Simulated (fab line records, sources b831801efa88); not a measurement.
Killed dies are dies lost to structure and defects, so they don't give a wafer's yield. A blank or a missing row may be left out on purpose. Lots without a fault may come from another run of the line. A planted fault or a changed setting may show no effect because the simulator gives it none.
fab line records | flow sky130
record lots=7 wafers=21 last_day=51
route steps=708 shown NWELL@61 PAD_OPEN@708
lots that met no fault: from a run of the same line without faults
start_h: hours from the record's first day to the start of the lot's first wafer shown | wait_h: hours since the lot's step before | " the same as in the row above | L1.1+2: a row that stands for several wafers | - no value, or no start given | * or withheld: withheld | < > ~ a bound
route shown NAME@n: a module of which the file shows steps, and the number in the route of the first | usual: mean/standard deviation of fault-free wafers | same: alike in all rows | chamber/n: place in a boat | sites: the reading at each site | _std_site: their standard deviation | _edge_site: outer sites' mean less inner sites' | radius_mm: how far each site lies from the wafer's centre | mask NAME#n: copy n | behind: the tool/chamber that last shaped the wafer | hold: why the lot was held/for how many hours/how that ended | device: the transistor (n, p or np) that didn't switch | end of line: the same wafers' tests at the end of the route | a step without rows: its recipe alone | killed: dies lost to structure and defects at the first sort, not the wafer's yield | map: a wafer's dies, x killed, . not, _ none there
set.NAME: the setting as run; set.NAME@STEP: as run at that earlier step | model.NAME: the simulator's own value behind a step, which no gauge read
lots at some steps of the route; a table a step, a row a wafer
services: from which hour (start_h, from the record's first day; less than 0 if before it) a tool's chamber was out of use, for how many hours, and why
## steps
# step SKY_NWELL_PEB_08
# recipe temp_c=115 time_s=withheld
# step SKY_NWELL_DEVELOP_09
# recipe wall_angle_deg=90 developer=TMAH develop_time_s=60 dev_temp_c=23
# step SKY_NWELL_OVL_MEAS_10
# usual NWELL_00_OVL=0.4/1.6
# columns lot.wafer tool chamber start_h wait_h NWELL_00_OVL[nm]
L613.1 overlay-02 - 95.46 - 1.2
L613.2 " - " " 2.6
L613.4 " - " " 2.2
L615.3 overlay-02 - 109.57 - 0.3
L615.4 " - " " 0.8
L615.6 " - " " 2.8
L617.3 overlay-01 - 117.66 - -1.8
L617.4 " - " " -0.3
L617.6 " - " " 0.5
L620.3 overlay-01 - 137.77 - -1.5
L620.5 " - " " -2.1
L620.6 " - " " -2.3
L622.2 overlay-02 - 145.72 - 1.6
L622.5 " - " " 2.1
L622.6 " - " " -0.5
L634.2 overlay-02 - 217.61 - 3.3
L634.5 " - " " 2.7
L634.6 " - " " 2.2
L635.2 overlay-01 - 229.77 - -1.3
L635.3 " - " " -1.1
L635.4 " - " " -1.9
# step SKY_NWELL_IMPLANT_11
# recipe species=P energy_kev=400 dose_cm2=1.9e+13 tilt_deg=withheld
# step SKY_NWELL_IMPLANT_12
# recipe species=P energy_kev=120 dose_cm2=1.3e+12 tilt_deg=withheld
# step SKY_NWELL_IMPLANT_13
# recipe species=P energy_kev=50 dose_cm2=7e+11 tilt_deg=withheld
# step SKY_NWELL_STRIP_14
# recipe chemistry=O2/N2 power_w=1400 pressure_mtorr=1500 platen_temp_c=withheld o2_flow_sccm=3000 n2_flow_sccm=300 overash_fraction=0.5
# usual drypump_motor_current_A=6.11/0.21 n2_flow_sccm=299.9/0.93 oes_product_au=0.723/0.0042 strip_time_to_endpoint_s=36.97/0.11
# columns lot.wafer tool chamber start_h wait_h drypump_motor_current_A n2_flow_sccm oes_product_au rf_hours_counter_h strip_time_to_endpoint_s
L613.1 plasma_asher-04 0 95.95 0.1 6.02 299.6 0.726 39 37.06
L613.2 " 1 " " 6.23 300.0 0.726 39 37.10
L613.4 " 1 " " 6.24 300.7 0.722 - 37.15
L615.3 plasma_asher-04 1 110.07 0.1 6.24 298.8 0.713 - 37.05
L615.4 " 0 " " 6.03 299.4 0.723 - 36.99
L615.6 " 1 " " 6.24 299.0 0.722 - 36.93
L617.3 plasma_asher-01 0 118.16 0.1 6.15 300.9 0.722 - 37.05
L617.4 " 1 " " 5.89 299.1 0.731 - 37.15
L617.6 " 0 " " 6.16 300.9 0.718 - 37.15
L620.3 plasma_asher-01 0 138.28 0.1 6.17 302.3 0.728 - 36.94
L620.5 " 0 " " 6.18 300.9 0.728 - 37.03
L620.6 " 1 " " 5.93 299.0 0.718 - 37.02
L622.2 plasma_asher-01 1 146.20 0.1 5.91 301.7 0.729 34 36.97
L622.5 " 1 " " 5.91 300.7 0.726 - 37.06
L622.6 " 0 " " 6.16 299.6 0.721 - 37.08
L634.2 plasma_asher-04 0 218.09 0.1 6.05 300.7 0.720 53 37.09
L634.5 " 0 " " 6.08 301.0 0.721 - 36.95
L634.6 " 1 " " 6.23 299.3 0.723 - 37.08
L635.2 plasma_asher-03 0 230.25 0.1 5.82 300.2 0.731 53 37.06
L635.3 " 1 " " 6.51 302.1 0.714 - 37.01
L635.4 " 0 " " 5.81 299.8 0.721 - 37.11
# step SKY_NWELL_TW_MEAS_15
# usual NWELL_TW=1821/7.9
# columns lot.wafer tool chamber start_h wait_h NWELL_TW
L613.1 film_metro-01 - 96.05 0.1 1830
L613.2 " - " " 1818
L613.4 " - " " 1828
L615.3 film_metro-03 - 110.16 0.1 1831
L615.4 " - " " 1831
L615.6 " - " " 1829
L617.3 film_metro-03 - 118.25 0.1 1825
L617.4 " - " " 1821
L617.6 " - " " 1841
L620.3 film_metro-03 - 138.37 0.1 1813
L620.5 " - " " 1821
L620.6 " - " " 1821
L622.2 film_metro-01 - 146.31 0.1 1806
L622.5 " - " " 1825
L622.6 " - " " 1819
L634.2 film_metro-03 - 218.20 0.1 1823
L634.5 " - " " 1813
L634.6 " - " " 1818
L635.2 film_metro-01 - 230.36 0.1 1824
L635.3 " - " " 1823
L635.4 " - " " 1822
# step SKY_NWELL_DEHYDRATE_16
# recipe temp_c=200 time_s=60
# step SKY_NWELL_HMDS_17
# recipe prime_time_s=60 prime_temp_c=120
# step SKY_NWELL_COAT_18
# recipe spin_rpm=2000 resist_thk_nm=3000
# step SKY_NWELL_SOFTBAKE_19
# recipe temp_c=110 time_s=withheld
# step SKY_NWELL_EXPOSE_20
# recipe mask_id=NWM_COMPLEMENT na=0.6 source_shape=conventional sigma_outer=0.6 polarization=unpolarized target_cd_nm=840 dose_mj=260
# columns lot.wafer tool chamber start_h wait_h mask model.NWELL.overlay_x_nm
L613.1+2+4 iline_stepper-01 0 104.67 - NWM_COMPLEMENT#0 0.01088
L615.3+4+6 iline_stepper-02 0 119.65 - NWM_COMPLEMENT#0 -0.1118
L617.3+4+6 iline_stepper-01 0 126.75 - NWM_COMPLEMENT#0 -94.3
L620.3+5+6 iline_stepper-01 0 148.07 - NWM_COMPLEMENT#0 -95.55
L622.2+5+6 iline_stepper-01 0 156.45 - NWM_COMPLEMENT#0 -95.72
L634.2+5+6 iline_stepper-02 0 229.02 - NWM_COMPLEMENT#0 -0.1524
L635.2+3+4 iline_stepper-02 0 241.55 - NWM_COMPLEMENT#0 0.9709
# step SKY_NWELL_PEB_21
# recipe temp_c=115 time_s=withheld
# step SKY_NWELL_DEVELOP_22
# recipe wall_angle_deg=90 developer=TMAH develop_time_s=60 dev_temp_c=23
# step SKY_NWELL_OVL_MEAS_23
# usual NWELL_01_OVL=0.8/1.4
# columns lot.wafer tool chamber start_h wait_h NWELL_01_OVL[nm]
L613.1 overlay-01 - 114.10 - 1.8
L613.2 " - " " 1.7
L613.4 " - " " 0.8
L615.3 overlay-02 - 128.02 - -0.7
L615.4 " - " " -1.4
L615.6 " - " " 1.7
L617.3 overlay-02 - 135.82 - -92.2
L617.4 " - " " -92.9
L617.6 " - " " -92.8
L620.3 overlay-01 - 157.92 - -95.2
L620.5 " - " " -94.4
L620.6 " - " " -96.6
L622.2 overlay-02 - 166.02 - -94.3
L622.5 " - " " -95.2
L622.6 " - " " -95.0
L634.2 overlay-02 - 240.17 - -0.3
L634.5 " - " " 1.0
L634.6 " - " " 0.5
L635.2 overlay-02 - 252.95 - 1.6
L635.3 " - " " 1.7
L635.4 " - " " 1.8
# step SKY_NWELL_IMPLANT_24
# recipe species=B energy_kev=137.8 dose_cm2=9.2e+12 tilt_deg=withheld
# step SKY_PAD_OPEN_PROBE_99
# usual killed_at_M0_to_M3=43/6.6 killed_at_M4_up=3.4/1.8 killed_at_contacts=24/5.7 killed_at_front_end=15/4.2 killed_at_other=0.3/0.58 killed_dies=86/8 killed_open=46/7.2 killed_short=39/5.8
# same gross_dies=492 killed_at_back_side=0
# columns lot.wafer tool chamber start_h wait_h killed_at_M0_to_M3 killed_at_M4_up killed_at_contacts killed_at_front_end killed_at_other killed_dies killed_open killed_short model.etest.pfet_16v.r_on_ohm_um model.etest.nfet_16v.r_on_ohm_um model.etest.pfet_16v.drive_ua_um model.etest.nfet_16v.drive_ua_um
L613.1 prober-02 - 1092.00 0.1 42 3 22 16 0 83 36 46 1.564e+04 1.439e+04 239.4 212.1
L613.2 prober-02 - 1092.05 0.1 35 4 26 15 1 81 41 40 1.542e+04 1.436e+04 240.6 213.3
L613.4 prober-02 - 1092.15 0.2 39 1 22 14 2 78 33 44 1.531e+04 1.429e+04 244.3 218.2
L615.3 prober-02 - 1105.82 0.2 38 2 28 9 0 77 43 34 1.511e+04 1.393e+04 242 229
L615.4 prober-02 - 1105.87 0.2 47 5 30 13 0 95 63 31 1.512e+04 1.395e+04 243.6 226.6
L615.6 prober-02 - 1105.97 0.2 34 6 25 18 0 83 39 44 1.523e+04 1.412e+04 240.9 225.1
L617.3 prober-01 - 1121.81 0.2 40 2 20 17 0 79 40 39 1.418e+04 1.315e+04 268 233
L617.4 prober-01 - 1121.86 0.2 49 1 34 14 0 98 43 55 1.424e+04 1.313e+04 268.2 234.2
L617.6 prober-01 - 1121.96 0.2 40 5 27 20 0 92 50 42 1.411e+04 1.308e+04 270.2 235.1
L620.3 prober-01 - 1141.66 0.2 46 5 24 9 1 85 40 42 1.449e+04 1.358e+04 266.1 222.4
L620.5 prober-01 - 1141.76 0.2 49 4 26 8 0 87 48 38 1.422e+04 1.335e+04 269.7 226.2
L620.6 prober-01 - 1141.81 0.2 47 2 22 13 0 84 41 43 1.387e+04 1.349e+04 267.9 224.7
L622.2 prober-02 - 1152.33 0.1 42 5 33 13 1 94 49 45 1.385e+04 1.314e+04 275.7 235.2
L622.5 prober-02 - 1152.48 0.2 32 1 23 17 0 73 40 33 1.392e+04 1.31e+04 276.2 237.3
L622.6 prober-02 - 1152.53 0.2 53 3 29 12 0 97 51 45 1.362e+04 1.295e+04 280.4 238.1
L634.2 prober-01 - 1200.08 0.1 46 4 22 12 1 85 45 40 1.548e+04 1.444e+04 240.9 210.9
L634.5 prober-01 - 1200.23 0.2 46 3 19 23 0 91 44 46 1.508e+04 1.444e+04 240.9 211.7
L634.6 prober-01 - 1200.28 0.2 40 3 21 12 1 77 44 32 1.453e+04 1.419e+04 250.5 216.5
L635.2 prober-02 - 1213.17 0.1 36 4 29 11 0 80 46 34 1.519e+04 1.396e+04 246.2 227.8
L635.3 prober-02 - 1213.22 0.2 41 6 22 13 0 82 47 35 1.493e+04 1.392e+04 247.2 225.8
L635.4 prober-02 - 1213.27 0.2 46 4 44 12 0 106 60 46 1.5e+04 1.393e+04 247.6 224.1
# killed by level:class
L613.1 CONTACT:geometric_particle:open=12 VIA3:geometric_particle:open=8 VIA2:geometric_particle:short=6 CONTACT:geometric_particle:short=6 VIA1:geometric_particle:open=6 METAL2:geometric_particle:short=6 METAL1:geometric_particle:short=5 POLY_GATE:geometric_particle:short=4
L613.2 VIA1:geometric_particle:open=11 LI_CONTACT:geometric_particle:open=10 CONTACT:geometric_particle:open=6 METAL2:geometric_particle:short=6 FIELD_ISO:geometric_particle:short=4 VIA2:geometric_particle:short=4 POLY_CUT:geometric_particle:short=3 LI_CONTACT:geometric_particle:short=3
L613.4 METAL1:geometric_particle:short=10 VIA2:geometric_particle:open=8 LI_CONTACT:geometric_particle:short=6 METAL2:geometric_particle:short=6 VIA1:geometric_particle:open=5 CONTACT:geometric_particle:short=5 FIELD_ISO:geometric_particle:open=4 FIELD_ISO:geometric_particle:short=3
L615.3 VIA3:geometric_particle:open=9 LI_CONTACT:geometric_particle:open=8 VIA1:geometric_particle:short=8 CONTACT:geometric_particle:open=7 LOCAL_INTERCONNECT:geometric_particle:short=6 VIA1:geometric_particle:open=6 METAL2:geometric_particle:short=5 FIELD_ISO:geometric_particle:short=3
L615.4 CONTACT:geometric_particle:open=16 VIA1:geometric_particle:open=11 VIA2:geometric_particle:open=9 LI_CONTACT:geometric_particle:open=7 VIA3:geometric_particle:open=7 FIELD_ISO:geometric_particle:open=4 CONTACT:geometric_particle:short=4 METAL1:geometric_particle:short=4
L615.6 CONTACT:geometric_particle:open=12 FIELD_ISO:geometric_particle:short=6 CONTACT:geometric_particle:short=6 VIA1:geometric_particle:short=6 METAL1:geometric_particle:short=5 VIA1:geometric_particle:open=5 VIA2:geometric_particle:short=5 LI_CONTACT:geometric_particle:open=4
L617.3 VIA1:geometric_particle:open=9 VIA3:geometric_particle:open=7 CONTACT:geometric_particle:short=6 CONTACT:geometric_particle:open=6 LOCAL_INTERCONNECT:geometric_particle:short=5 VIA2:geometric_particle:open=5 FIELD_ISO:geometric_particle:open=4 METAL1:geometric_particle:short=4
L617.4 CONTACT:geometric_particle:short=10 VIA1:geometric_particle:short=9 CONTACT:geometric_particle:open=7 VIA1:geometric_particle:open=7 METAL2:geometric_particle:short=7 VIA3:geometric_particle:short=6 LI_CONTACT:geometric_particle:open=6 VIA2:geometric_particle:short=5
L617.6 CONTACT:geometric_particle:open=12 VIA1:geometric_particle:open=10 VIA3:geometric_particle:open=8 FIELD_ISO:geometric_particle:short=5 POLY_GATE:geometric_particle:short=5 VIA1:geometric_particle:short=5 LI_CONTACT:geometric_particle:short=4 LOCAL_INTERCONNECT:geometric_particle:short=4
L620.3 CONTACT:geometric_particle:open=9 VIA1:geometric_particle:open=8 VIA1:geometric_particle:short=8 VIA2:geometric_particle:open=7 LOCAL_INTERCONNECT:geometric_particle:short=6 VIA3:geometric_particle:open=6 FIELD_ISO:geometric_particle:short=4 CONTACT:geometric_particle:short=4
L620.5 VIA1:geometric_particle:open=13 CONTACT:geometric_particle:open=10 VIA2:geometric_particle:open=10 LOCAL_INTERCONNECT:geometric_particle:short=8 VIA3:geometric_particle:open=7 VIA1:geometric_particle:short=5 CONTACT:geometric_particle:short=4 METAL2:geometric_particle:short=4
L620.6 VIA1:geometric_particle:open=11 METAL1:geometric_particle:short=9 VIA1:geometric_particle:short=7 METAL2:geometric_particle:short=6 LOCAL_INTERCONNECT:geometric_particle:short=5 CONTACT:geometric_particle:open=5 VIA2:geometric_particle:open=5 VIA3:geometric_particle:open=5
L622.2 CONTACT:geometric_particle:short=10 CONTACT:geometric_particle:open=9 VIA2:geometric_particle:open=8 VIA1:geometric_particle:open=7 VIA3:geometric_particle:open=7 LI_CONTACT:geometric_particle:open=6 FIELD_ISO:geometric_particle:open=5 METAL2:geometric_particle:short=5
L622.5 VIA3:geometric_particle:open=8 LI_CONTACT:geometric_particle:open=7 VIA2:geometric_particle:open=7 METAL2:geometric_particle:short=6 CONTACT:geometric_particle:open=6 FIELD_ISO:geometric_particle:short=5 FIELD_ISO:geometric_particle:open=4 LOCAL_INTERCONNECT:geometric_particle:short=4
L622.6 CONTACT:geometric_particle:open=11 VIA1:geometric_particle:open=8 METAL2:geometric_particle:short=7 VIA2:geometric_particle:open=7 VIA3:geometric_particle:open=7 VIA1:geometric_particle:short=6 LI_CONTACT:geometric_particle:short=5 FIELD_ISO:geometric_particle:short=4
L634.2 CONTACT:geometric_particle:open=10 METAL2:geometric_particle:short=8 VIA2:geometric_particle:open=8 METAL1:geometric_particle:short=7 VIA1:geometric_particle:open=7 LI_CONTACT:geometric_particle:open=5 VIA2:geometric_particle:short=4 VIA3:geometric_particle:open=4
L634.5 VIA1:geometric_particle:open=10 FIELD_ISO:geometric_particle:short=6 VIA2:geometric_particle:open=6 POLY_GATE:geometric_particle:short=6 LI_CONTACT:geometric_particle:open=6 CONTACT:geometric_particle:open=5 CONTACT:geometric_particle:short=5 VIA1:geometric_particle:short=5
L634.6 CONTACT:geometric_particle:open=8 LI_CONTACT:geometric_particle:open=7 VIA1:geometric_particle:open=7 VIA2:geometric_particle:open=6 FIELD_ISO:geometric_particle:open=5 METAL1:geometric_particle:short=5 VIA1:geometric_particle:short=5 VIA2:geometric_particle:short=5
L635.2 LI_CONTACT:geometric_particle:open=10 VIA1:geometric_particle:open=10 CONTACT:geometric_particle:open=9 VIA2:geometric_particle:open=7 FIELD_ISO:geometric_particle:short=5 LOCAL_INTERCONNECT:geometric_particle:short=4 METAL2:geometric_particle:short=4 LI_CONTACT:geometric_particle:short=3
L635.3 VIA1:geometric_particle:open=12 LI_CONTACT:geometric_particle:open=9 VIA3:geometric_particle:open=8 FIELD_ISO:geometric_particle:short=5 CONTACT:geometric_particle:open=5 VIA2:geometric_particle:open=5 LOCAL_INTERCONNECT:geometric_particle:short=4 METAL1:geometric_particle:short=4
L635.4 CONTACT:geometric_particle:open=15 LI_CONTACT:geometric_particle:open=11 CONTACT:geometric_particle:short=11 VIA1:geometric_particle:open=8 FIELD_ISO:geometric_particle:open=7 VIA1:geometric_particle:short=6 VIA2:geometric_particle:open=6 METAL3:geometric_particle:short=5
## services
# columns tool chamber start_h hours kind
iline_stepper-02 - 87.75 1.7 pm
iline_stepper-02 0 96.39 - calibration
iline_stepper-01 0 113.86 - calibration
plasma_asher-03 - 115.15 15.6 pm
iline_stepper-01 - 201.15 1.7 pm
plasma_asher-01 - 214.11 14.6 pm
plasma_asher-03 - 236.66 2.8 pm
## key
first_sign step=SKY_NWELL_OVL_MEAS_23 reading=NWELL_01_OVL direction=down sigmas=67 usual=0.8 struck=-94.3
effect none on later readings
model_effect step=SKY_NWELL_EXPOSE_20 value=NWELL.overlay_x_nm without=-0.2965 struck=-95.19
model_effect step=SKY_PAD_OPEN_PROBE_99 value=etest.pfet_16v.r_on_ohm_um without=1.496e+04 struck=1.406e+04
met_at SKY_NWELL_EXPOSE_20
struck_wafers L617.3,L617.4,L617.6,L620.3,L620.5,L620.6,L622.2,L622.5,L622.6
tester_left_out L617,L620,L622
onset_between 104.67 126.75
also_fits SKY_NWELL_STRIP_14:plasma_asher-01
fault kind=scanner_matching_overlay tool=iline_stepper-01 chamber=- onset_h=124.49 steps=SKY_NWELL_EXPOSE_20 offset=-94.894
# tester_left_out: of these lots the tester's yield and bins aren't shown, on N5 and GAA mostly nor the transistor test; their killed dies are dies lost to structure and defects alone, not to doping, threshold or leakage, so they don't give the yield
